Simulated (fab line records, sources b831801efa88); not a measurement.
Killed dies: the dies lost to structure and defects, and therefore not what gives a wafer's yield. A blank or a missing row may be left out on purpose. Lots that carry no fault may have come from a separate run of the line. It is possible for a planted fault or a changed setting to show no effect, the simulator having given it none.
fab line records -- flow sfq-line
[record] lots = 13, wafers = 38, last-day = 77
route steps=325 shown I5@228 C5@248
lots with no fault: from the same line, run without faults
start-h: the number of hours between the record's first day and the start of the first shown wafer of the lot -- wait-h: hours elapsed since this lot's preceding step -- " repeats the value in the row above -- L1.1+2: several wafers, shown together as one row -- - no value, or no start given -- * or withheld: withheld -- < > ~ a bound
route shown NAME@n: a module of which the file shows steps, and the number in the route of the first -- usual: mean/standard deviation taken from wafers without a fault -- same: alike in all rows -- chamber/n: place in a boat -- sites: readings site by site -- _std_site: their standard deviation -- _edge_site: inner sites' mean taken away from outer sites' mean -- radius-mm: for every site, how far away it sits from the centre of the wafer -- mask NAME#n: copy n -- behind: the last tool/chamber to shape the wafer -- hold: the reason the lot was held/the length of the hold in hours/how it ended -- device: the transistor (n, p or np) that didn't switch -- end of line: tests run on the same wafers once the route is complete -- where a step has no rows: the recipe by itself -- killed: dies lost to structure and defects at the first sort, not the wafer's yield -- map: dies across one wafer; x = killed, . = not, _ = none there
set.NAME: the setting as run; set.NAME@STEP: as run at that earlier step -- model.NAME: the simulator's own value behind a step, which no gauge read
a sample of lots followed through the steps of the route, with each step as a table and each wafer as a row
services: when a tool's chamber went out of use (start-h, in hours from the record's first day, below 0 if earlier), for how many hours, and the reason
[[steps]]
[step SFQ_TRILAYER_A5C_DEP_PECVD_142]
[recipe] material = SiO2, temp-c = 150, time-s = 15.556, pressure-torr = 2.4, rf-w = 183.3, precursor = SiH4/N2O, target-thk-nm = 70
[usual] heater-power-w = 76/16, throttle-valve-pct = 25.1/1
lot.wafer,tool,chamber,start-h,wait-h,heater-power-w,throttle-valve-pct
L504.2,pecvd-04,2,1225.32,0.0,81,25.9
L504.3,pecvd-04,0,1225.32,0.0,72,24.8
L504.5,pecvd-04,0,1225.32,0.0,72,24.9
L506.1,pecvd-02,0,1231.34,0.0,76,26.0
L506.3,pecvd-02,2,1231.34,0.0,86,24.5
L506.6,pecvd-02,2,1231.34,0.0,87,25.0
L507.1,pecvd-03,0,1233.72,0.0,98,22.6
L507.2,pecvd-03,2,1233.72,0.0,74,23.1
L507.6,pecvd-03,1,1233.72,0.0,87,23.2
L508.1,pecvd-04,2,1254.12,0.0,87,25.5
L508.3,pecvd-04,0,1254.12,0.0,59,24.7
L508.5,pecvd-04,1,1254.12,0.0,76,26.0
L509.1,pecvd-03,1,1255.32,0.0,89,23.2
L509.2,pecvd-03,2,1255.32,0.0,85,23.5
L509.3,pecvd-03,0,1255.32,0.0,94,22.7
L510.2,pecvd-03,0,1268.07,0.0,112,22.7
L510.3,pecvd-03,2,1268.07,0.0,72,23.7
L510.5,pecvd-03,0,1268.07,0.0,115,22.6
L511.1,pecvd-02,0,1271.67,0.0,70,25.9
L511.2,pecvd-02,1,1271.67,0.0,52,25.4
L511.6,pecvd-02,1,1271.67,0.0,51,25.5
L512.3,pecvd-02,2,1276.47,0.0,100,24.8
L512.4,pecvd-02,0,1276.47,0.0,67,26.4
L512.5,pecvd-02,1,1276.47,0.0,54,25.1
L513.1,pecvd-04,0,1277.67,0.0,63,24.9
L513.3,pecvd-04,2,1277.67,0.0,91,25.6
L513.6,pecvd-04,1,1277.67,0.0,62,26.1
L517.2,pecvd-02,1,1324.37,0.0,51,25.5
L517.4,pecvd-02,1,1324.37,0.0,52,25.5
L523.1,pecvd-04,1,1360.79,0.0,71,25.7
L523.2,pecvd-04,2,1360.79,0.0,82,25.5
L523.5,pecvd-04,1,1360.79,0.0,70,26.1
L526.4,pecvd-04,0,1371.84,0.0,71,24.8
L526.5,pecvd-04,1,1371.84,0.0,74,25.9
L526.6,pecvd-04,2,1371.84,0.0,90,25.5
L527.2,pecvd-02,2,1373.99,0.0,104,25.0
L527.5,pecvd-02,2,1373.99,0.0,103,25.4
L527.6,pecvd-02,0,1373.99,0.0,76,26.1
[step SFQ_TRILAYER_C5_ETCH_VIA_ETCH_154]
[recipe] target = SiO2, mask-material = PR, chemistry = CHF3, target-depth-nm = 84, source-w = 500, bias-w = 80, pressure-mtorr = 30, time-s = withheld, stop-on = Nb
[usual] bias-w = 80.01/0.23, drypump-motor-current-A = 5.8/0.36, oes-product-au = 0.892/0.0095
lot.wafer,tool,chamber,start-h,wait-h,bias-w,drypump-motor-current-A,oes-product-au
L504.2,rie-diel-01,2,1351.14,0.0,79.75,6.1,0.881
L504.3,rie-diel-01,2,1351.14,0.0,80.20,6.1,0.877
L504.5,rie-diel-01,2,1351.14,0.0,80.03,6.1,0.899
L506.1,rie-diel-04,2,1363.53,0.0,79.93,5.9,0.899
L506.3,rie-diel-04,3,1363.53,0.0,79.56,5.8,0.882
L506.6,rie-diel-04,3,1363.53,0.0,79.91,5.8,0.908
L507.1,rie-diel-04,3,1365.93,0.0,79.67,5.8,0.893
L507.2,rie-diel-04,0,1365.93,0.0,80.24,5.7,0.890
L507.6,rie-diel-04,0,1365.93,0.0,80.37,5.7,0.893
L508.1,rie-diel-01,3,1392.75,0.0,80.00,5.8,0.880
L508.3,rie-diel-01,0,1392.75,0.0,80.27,4.8,0.898
L508.5,rie-diel-01,3,1392.75,0.0,79.84,5.7,0.886
L509.1,rie-diel-03,0,1393.95,0.0,80.17,5.9,0.891
L509.2,rie-diel-03,2,1393.95,0.0,79.39,5.9,0.897
L509.3,rie-diel-03,1,1393.95,0.0,80.20,6.1,0.886
L510.2,rie-diel-01,2,1405.95,0.0,79.86,6.1,0.887
L510.3,rie-diel-01,0,1405.95,0.0,80.07,4.8,0.893
L510.5,rie-diel-01,0,1405.95,0.0,80.22,4.8,0.903
L511.1,rie-diel-04,3,1409.55,0.0,80.09,5.8,0.890
L511.2,rie-diel-04,0,1409.55,0.0,80.00,5.7,0.887
L511.6,rie-diel-04,2,1409.55,0.0,80.06,5.9,0.887
L512.3,rie-diel-04,0,1415.55,0.0,79.85,5.7,0.896
L512.4,rie-diel-04,1,1415.55,0.0,80.22,5.8,0.912
L512.5,rie-diel-04,3,1415.55,0.0,80.24,5.8,0.910
L513.1,rie-diel-01,0,1416.75,0.0,80.06,4.8,0.889
L513.3,rie-diel-01,1,1416.75,0.0,79.98,5.8,0.876
L513.6,rie-diel-01,1,1416.75,0.0,79.52,5.8,0.887
L517.2,rie-diel-03,3,1458.10,0.0,79.75,5.2,0.863
L517.4,rie-diel-03,2,1458.10,0.0,79.96,5.9,0.898
L523.1,rie-diel-04,3,1498.40,0.0,79.87,5.8,0.896
L523.2,rie-diel-04,2,1498.40,0.0,79.62,5.8,0.868
L523.5,rie-diel-04,0,1498.40,0.0,80.31,5.7,0.905
L526.4,rie-diel-03,0,1510.40,0.0,79.71,6.0,0.902
L526.5,rie-diel-03,1,1510.40,0.0,80.48,6.1,0.894
L526.6,rie-diel-03,2,1510.40,0.0,80.02,5.9,0.894
L527.2,rie-diel-01,0,1515.20,0.0,79.96,4.8,0.885
L527.5,rie-diel-01,1,1515.20,0.0,79.90,5.9,0.899
L527.6,rie-diel-01,2,1515.20,0.0,80.08,6.1,0.901
[[services]]
tool,chamber,start-h,hours,kind
rie-diel-03,-,1233.67,2.8,pm
rie-diel-04,2,1234.39,6.6,repair
rie-diel-04,2,1266.65,9.8,repair
rie-diel-01,-,1274.65,0.3,repair
rie-diel-04,3,1279.06,1.5,repair
pecvd-03,0,1301.66,6.6,repair
rie-diel-04,-,1319.43,0.5,repair
rie-diel-03,0,1337.98,3.3,repair
pecvd-04,-,1340.34,2.5,repair
rie-diel-01,3,1345.92,15.2,repair
rie-diel-03,0,1349.36,19.7,repair
rie-diel-01,0,1349.95,13.8,repair
rie-diel-04,1,1359.90,9.5,repair
pecvd-03,-,1379.89,3.1,repair
pecvd-04,-,1383.41,0.6,repair
rie-diel-04,-,1389.48,14.6,pm
rie-diel-01,0,1414.14,2.5,repair
pecvd-04,0,1468.48,31.1,repair
rie-diel-03,-,1468.52,15.6,pm
rie-diel-04,-,1477.95,2.8,pm
rie-diel-04,0,1485.56,4.5,repair
rie-diel-01,-,1504.32,0.8,repair
[[key]]
[first-sign] step = SFQ_TRILAYER_C5_ETCH_VIA_ETCH_154, reading = oes-product-au, direction = down, sigmas = 3, usual = 0.892, struck = 0.863
effect none on later readings
met-at SFQ_TRILAYER_A5C_DEP_PECVD_142
struck-lots L517
struck-wafers L517.2
onset-between 1276.47 1324.37
[fault] kind = process-parameter-drift, tool = pecvd-02, chamber = -, onset-h = 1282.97, steps = SFQ_TRILAYER_A5C_DEP_PECVD_142, channel = time-s, offset = *, shape = step, end-h = 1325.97, scope = struck-wafers-only, acts-in = *, stated = *
